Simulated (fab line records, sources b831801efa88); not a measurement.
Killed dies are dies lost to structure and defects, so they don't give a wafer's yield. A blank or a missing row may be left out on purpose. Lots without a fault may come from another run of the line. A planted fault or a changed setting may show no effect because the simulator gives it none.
fab line records | flow gf180mcu
record lots=5 wafers=27
route steps=602 shown MIM@512 M5@535 TOP_METAL@569
start_h: hours from the record's first day to the start of the lot's first wafer shown | wait_h: hours since the lot's step before | " the same as in the row above | L1.1+2: a row that stands for several wafers | - no value, or no start given | * or withheld: withheld | < > ~ a bound
route shown NAME@n: a module of which the file shows steps, and the number in the route of the first | usual: mean/standard deviation of fault-free wafers | same: alike in all rows | chamber/n: place in a boat | sites: the reading at each site | _std_site: their standard deviation | _edge_site: outer sites' mean less inner sites' | radius_mm: how far each site lies from the wafer's centre | mask NAME#n: copy n | behind: the tool/chamber that last shaped the wafer | hold: why the lot was held/for how many hours/how that ended | device: the transistor (n, p or np) that didn't switch | end of line: the same wafers' tests at the end of the route | a step without rows: its recipe alone | killed: dies lost to structure and defects at the first sort, not the wafer's yield | map: a wafer's dies, x killed, . not, _ none there
set.NAME: the setting as run; set.NAME@STEP: as run at that earlier step | model.NAME: the simulator's own value behind a step, which no gauge read
lots whose settings were changed on purpose; a table a step, a row a wafer
## steps
# step GF_MIM_SPUTTER_09
# recipe material=TiN target_thk_nm=35 power_w=6500 time_s=29.2 chamber_pressure_pa=0.4
# columns lot.wafer tool chamber start_h wait_h set.time_s model.TiN_of_MIM_SPUTTER_09.thk_nm
L074.1 pvd_sputter-02 - 550.38 0.0 29.2 35.41
L074.2 " - " " 29.2 35.51
L074.3 " - " " 29.2 35.25
L074.4 " - " " 24.24 28.96
L074.5 " - " " 24.24 29.67
L074.6 " - " " 24.24 29.63
L078.1 pvd_sputter-02 - 609.71 0.0 29.2 35.02
L078.2 " - " " 29.2 35.43
L078.3 " - " " 29.2 34.73
L078.4 " - " " 29.2 34.94
L078.5 " - " " 29.2 34.81
L078.6 " - " " 29.2 34.58
L079.2 pvd_sputter-01 - 614.76 0.0 29.2 35.09
L079.4 " - " " 29.2 34.83
L079.6 " - " " 29.2 34.69
L082.1 pvd_sputter-03 - 637.85 0.0 29.2 35.18
L082.2 " - " " 29.2 34.91
L082.3 " - " " 36.31 43.4
L082.4 " - " " 36.31 43.23
L082.5 " - " " 36.31 43.6
L082.6 " - " " 29.2 34.9
L084.1 pvd_sputter-01 - 650.15 0.0 22.41 26.72
L084.2 " - " " 22.41 27.02
L084.3 " - " " 22.41 26.94
L084.4 " - " " 29.2 35.32
L084.5 " - " " 29.2 35.25
L084.6 " - " " 29.2 35.33
# step GF_MIM_PEB_17
# recipe temp_c=withheld time_s=* resist=NOVOLAK
# step GF_MIM_DEVELOP_18
# recipe develop_time_s=60 dev_temp_c=23
# step GF_MIM_METAL_ETCH_19
# recipe chemistry=Cl2/BCl3 mask_material=NOVOLAK stop_on=Si3N4 target_depth_nm=324.5 pressure_mtorr=8 icp_w=800 bias_w=140 Cl2_flow_sccm=80 bcl3_flow_sccm=40 time_s=54.1
# usual oes_product_au=0.941/0.0057
# columns lot.wafer tool chamber start_h wait_h set.time_s@MIM_SPUTTER_09 oes_product_au
L074.1 rie_metal-03 0 572.19 0.1 29.2 0.941
L074.2 " 1 " " 29.2 0.952
L074.3 " 1 " " 29.2 0.952
L074.4 " 0 " " 24.24 0.934
L074.5 " 1 " " 24.24 0.933
L074.6 " 0 " " 24.24 0.937
L078.1 rie_metal-04 1 629.96 0.1 29.2 0.935
L078.2 " 0 " " 29.2 0.943
L078.3 " 0 " " 29.2 0.934
L078.4 " 1 " " 29.2 0.935
L078.5 " 1 " " 29.2 0.939
L078.6 " 0 " " 29.2 0.932
L079.2 rie_metal-04 1 635.53 0.1 29.2 0.940
L079.4 " 1 " " 29.2 0.942
L079.6 " 0 " " 29.2 0.939
L082.1 rie_metal-04 1 657.46 0.1 29.2 0.949
L082.2 " 0 " " 29.2 0.940
L082.3 " 1 " " 36.31 0.966
L082.4 " 0 " " 36.31 0.959
L082.5 " 0 " " 36.31 0.965
L082.6 " 1 " " 29.2 0.939
L084.1 rie_metal-03 0 669.58 0.1 22.41 0.925
L084.2 " 1 " " 22.41 0.921
L084.3 " 0 " " 22.41 0.927
L084.4 " 1 " " 29.2 0.938
L084.5 " 1 " " 29.2 0.944
L084.6 " 0 " " 29.2 0.934
# step GF_MIM_STRIP_20
# recipe chemistry=O2/N2 power_w=1400 pressure_mtorr=1500 platen_temp_c=250 o2_flow_sccm=3000 n2_flow_sccm=300 overash_fraction=0.5
# step GF_MIM_STRIP_21
# recipe chemistry=post_etch_residue_remover time_s=1200 temp_c=72.5
# step GF_M5_ETCH_09
# recipe chemistry=CF4/O2 target=Si3N4 target_depth_nm=52 source_w=800 bias_w=150 pressure_mtorr=150 cf4_flow_sccm=80 O2_flow_sccm=10 time_s=11.6
# step GF_M5_METAL_ETCH_10
# recipe chemistry=Cl2/BCl3 mask_material=KrF target_depth_nm=627.5 stop_on=SiO2 pressure_mtorr=8 icp_w=800 bias_w=140 Cl2_flow_sccm=80 bcl3_flow_sccm=40 time_s=104.6
# columns lot.wafer tool chamber start_h wait_h set.time_s@MIM_SPUTTER_01 model.M5.feature_depth_nm
L074.1 rie_metal-01 1 594.09 0.0 25 606.8
L074.2 " 0 " " 25 605.1
L074.3 " 1 " " 33.69 608.7
L074.4 " 0 " " 25 596.6
L074.5 " 1 " " 33.69 612.2
L074.6 " 0 " " 33.69 616.3
L078.1 rie_metal-02 1 650.74 0.0 25 596.2
L078.2 " 0 " " 15.07 583.8
L078.3 " 1 " " 25 584.4
L078.4 " 0 " " 25 599
L078.5 " 1 " " 15.07 577.8
L078.6 " 0 " " 15.07 584.7
L079.2 rie_metal-01 0 655.16 0.0 25 605.6
L079.4 " 1 " " 25 610.2
L079.6 " 0 " " 25 605
L082.1 rie_metal-04 0 676.96 0.0 16.68 580.7
L082.2 " 1 " " 16.68 581.3
L082.3 " 1 " " 16.68 580.6
L082.4 " 0 " " 25 594.9
L082.5 " 1 " " 25 593.7
L082.6 " 0 " " 25 593.4
L084.1 rie_metal-01 1 690.54 0.0 25 594.1
L084.2 " 0 " " 38.71 608.2
L084.3 " 0 " " 25 594.2
L084.4 " 1 " " 25 590.1
L084.5 " 0 " " 38.71 611.2
L084.6 " 1 " " 38.71 608.1
# step GF_TOP_METAL_SPUTTER_02
# recipe material=AlCu target_thk_nm=900 power_w=10600 chamber_pressure_pa=0.3 substrate_temp_c=250 gas=Ar time_s=47.82
# columns lot.wafer tool chamber start_h wait_h set.time_s model.AlCu_of_TOP_METAL_SPUTTER_02.thk_nm
L074.1 pvd_sputter-01 - 617.53 0.0 47.82 905.3
L074.2 " - " " 47.82 912.3
L074.3 " - " " 47.82 900.5
L074.4 " - " " 47.82 904
L074.5 " - " " 47.82 895.7
L074.6 " - " " 47.82 893.4
L078.1 pvd_sputter-04 - 672.89 0.0 31.32 608.3
L078.2 " - " " 31.32 609.8
L078.3 " - " " 47.82 923
L078.4 " - " " 47.82 923.2
L078.5 " - " " 47.82 911.2
L078.6 " - " " 31.32 613.7
L079.2 pvd_sputter-04 - 677.55 0.0 47.82 894.9
L079.4 " - " " 47.82 902.6
L079.6 " - " " 47.82 894.3
L082.1 pvd_sputter-04 - 697.09 0.0 47.82 902.2
L082.2 " - " " 47.82 902.5
L082.3 " - " " 47.82 905.8
L082.4 " - " " 47.82 913.2
L082.5 " - " " 47.82 902.3
L082.6 " - " " 47.82 899.8
L084.1 pvd_sputter-01 - 711.78 0.0 64.86 1229
L084.2 " - " " 47.82 903.4
L084.3 " - " " 64.86 1219
L084.4 " - " " 47.82 905.6
L084.5 " - " " 47.82 903.6
L084.6 " - " " 64.86 1225
# step GF_TOP_METAL_SPUTTER_03
# recipe material=Ti target_thk_nm=5 substrate_temp_c=300 chamber_pressure_pa=0.3 power_w=3000 time_s=3.3
# step GF_TOP_METAL_SPUTTER_04
# recipe material=TiN target_thk_nm=25 power_w=6500 time_s=20.8 chamber_pressure_pa=0.4
# step GF_TOP_METAL_RS_MEAS_05
# recipe thk_meas_gauge=four-point-probe reads=TiN_of_TOP_METAL_SPUTTER_04+Ti_of_TOP_METAL_SPUTTER_03+AlCu_of_TOP_METAL_SPUTTER_02+TiN_of_TOP_METAL_SPUTTER_01+Ti_of_TOP_METAL_SPUTTER_00
# usual TOP_METAL_ALCU_RS=0.03249/0.0003
# columns lot.wafer tool chamber start_h wait_h set.time_s@TOP_METAL_SPUTTER_02 TOP_METAL_ALCU_RS[ohm/sq]
L074.1 film_metro-03 - 617.62 0.0 47.82 0.03256
L074.2 " - " " 47.82 0.03221
L074.3 " - " " 47.82 0.03274
L074.4 " - " " 47.82 0.03257
L074.5 " - " " 47.82 0.03293
L074.6 " - " " 47.82 0.03294
L078.1 film_metro-01 - 672.98 0.0 31.32 0.04863
L078.2 " - " " 31.32 0.04856
L078.3 " - " " 47.82 0.03195
L078.4 " - " " 47.82 0.03199
L078.5 " - " " 47.82 0.03235
L078.6 " - " " 31.32 0.04813
L079.2 film_metro-01 - 677.66 0.0 47.82 0.0329
L079.4 " - " " 47.82 0.03273
L079.6 " - " " 47.82 0.03301
L082.1 film_metro-01 - 697.18 0.0 47.82 0.03265
L082.2 " - " " 47.82 0.03258
L082.3 " - " " 47.82 0.03258
L082.4 " - " " 47.82 0.03224
L082.5 " - " " 47.82 0.03271
L082.6 " - " " 47.82 0.0327
L084.1 film_metro-01 - 711.90 0.0 64.86 0.02388
L084.2 " - " " 47.82 0.0326
L084.3 " - " " 64.86 0.02411
L084.4 " - " " 47.82 0.03251
L084.5 " - " " 47.82 0.03266
L084.6 " - " " 64.86 0.02399
# step GF_TOP_METAL_THK_MEAS_06
# recipe thk_meas_gauge=xrf reads=AlCu_of_TOP_METAL_SPUTTER_02
# usual TOP_METAL_ALCU_THK=902/9.4
# columns lot.wafer tool chamber start_h wait_h set.time_s@TOP_METAL_SPUTTER_02 TOP_METAL_ALCU_THK[nm]
L074.1 film_metro-03 - 617.74 0.1 47.82 903
L074.2 " - " " 47.82 907
L074.3 " - " " 47.82 900
L074.4 " - " " 47.82 901
L074.5 " - " " 47.82 894
L074.6 " - " " 47.82 888
L078.1 film_metro-01 - 673.10 0.1 31.32 604
L078.2 " - " " 31.32 605
L078.3 " - " " 47.82 913
L078.4 " - " " 47.82 916
L078.5 " - " " 47.82 901
L078.6 " - " " 31.32 610
L079.2 film_metro-01 - 677.77 0.1 47.82 889
L079.4 " - " " 47.82 897
L079.6 " - " " 47.82 888
L082.1 film_metro-01 - 697.30 0.1 47.82 891
L082.2 " - " " 47.82 896
L082.3 " - " " 47.82 896
L082.4 " - " " 47.82 903
L082.5 " - " " 47.82 892
L082.6 " - " " 47.82 888
L084.1 film_metro-01 - 712.02 0.1 64.86 1222
L084.2 " - " " 47.82 891
L084.3 " - " " 64.86 1207
L084.4 " - " " 47.82 894
L084.5 " - " " 47.82 895
L084.6 " - " " 64.86 1217
# step GF_TOP_METAL_DEHYDRATE_07
# recipe temp_c=200 time_s=60
# step GF_TOP_METAL_HMDS_08
# recipe prime_time_s=60 prime_temp_c=120
# step GF_TOP_METAL_METAL_ETCH_16
# recipe chemistry=Cl2/BCl3 mask_material=NOVOLAK target_depth_nm=1077.5 stop_on=SiO2 pressure_mtorr=8 icp_w=800 bias_w=140 Cl2_flow_sccm=80 bcl3_flow_sccm=40 time_s=179.6
# usual oes_product_au=0.968/0.0062
# columns lot.wafer tool chamber start_h wait_h set.time_s@TOP_METAL_SPUTTER_02 oes_product_au
L074.1 rie_metal-01 0 638.24 0.0 47.82 0.972
L074.2 " 1 " " 47.82 0.972
L074.3 " 1 " " 47.82 0.971
L074.4 " 0 " " 47.82 0.967
L074.5 " 1 " " 47.82 0.960
L074.6 " 0 " " 47.82 0.960
L078.1 rie_metal-03 0 692.11 0.0 31.32 0.796
L078.2 " 1 " " 31.32 0.801
L078.3 " 1 " " 47.82 0.981
L078.4 " 0 " " 47.82 0.984
L078.5 " 0 " " 47.82 0.975
L078.6 " 1 " " 31.32 0.796
L079.2 rie_metal-03 1 695.66 0.0 47.82 0.961
L079.4 " 1 " " 47.82 0.961
L079.6 " 1 " " 47.82 0.955
L082.1 rie_metal-01 0 715.86 0.0 47.82 0.971
L082.2 " 0 " " 47.82 0.968
L082.3 " 0 " " 47.82 0.954
L082.4 " 0 " " 47.82 0.973
L082.5 " 0 " " 47.82 0.967
L082.6 " 0 " " 47.82 0.964
L084.1 rie_metal-01 0 729.66 0.0 64.86 1.008
L084.2 " 1 " " 47.82 0.965
L084.3 " 1 " " 64.86 1.001
L084.4 " 0 " " 47.82 0.966
L084.5 " 1 " " 47.82 0.974
L084.6 " 0 " " 64.86 1.003
## key
split step=GF_MIM_SPUTTER_09 setting=time_s stated=29.2 by=wafer
response step=GF_MIM_SPUTTER_09 reading=model.TiN_of_MIM_SPUTTER_09.thk_nm change=+0.353 per=1% r=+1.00
response step=GF_MIM_METAL_ETCH_19 reading=oes_product_au change=+0.000746 per=1% r=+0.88
split step=GF_TOP_METAL_SPUTTER_02 setting=time_s stated=47.82 by=wafer
response step=GF_TOP_METAL_SPUTTER_02 reading=model.AlCu_of_TOP_METAL_SPUTTER_02.thk_nm change=+8.96 per=1% r=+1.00
response step=GF_TOP_METAL_RS_MEAS_05 reading=TOP_METAL_ALCU_RS change=-0.000354 per=1% r=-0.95
response step=GF_TOP_METAL_THK_MEAS_06 reading=TOP_METAL_ALCU_THK change=+8.93 per=1% r=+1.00
response step=GF_TOP_METAL_METAL_ETCH_16 reading=oes_product_au shape=bent at_lowest=0.797 at_stated=0.968 at_highest=1.004
split outside_this_file step=GF_MIM_SPUTTER_01 setting=time_s
# split outside_this_file: this setting was split too, and the file shows its column; the key of that split is in another file
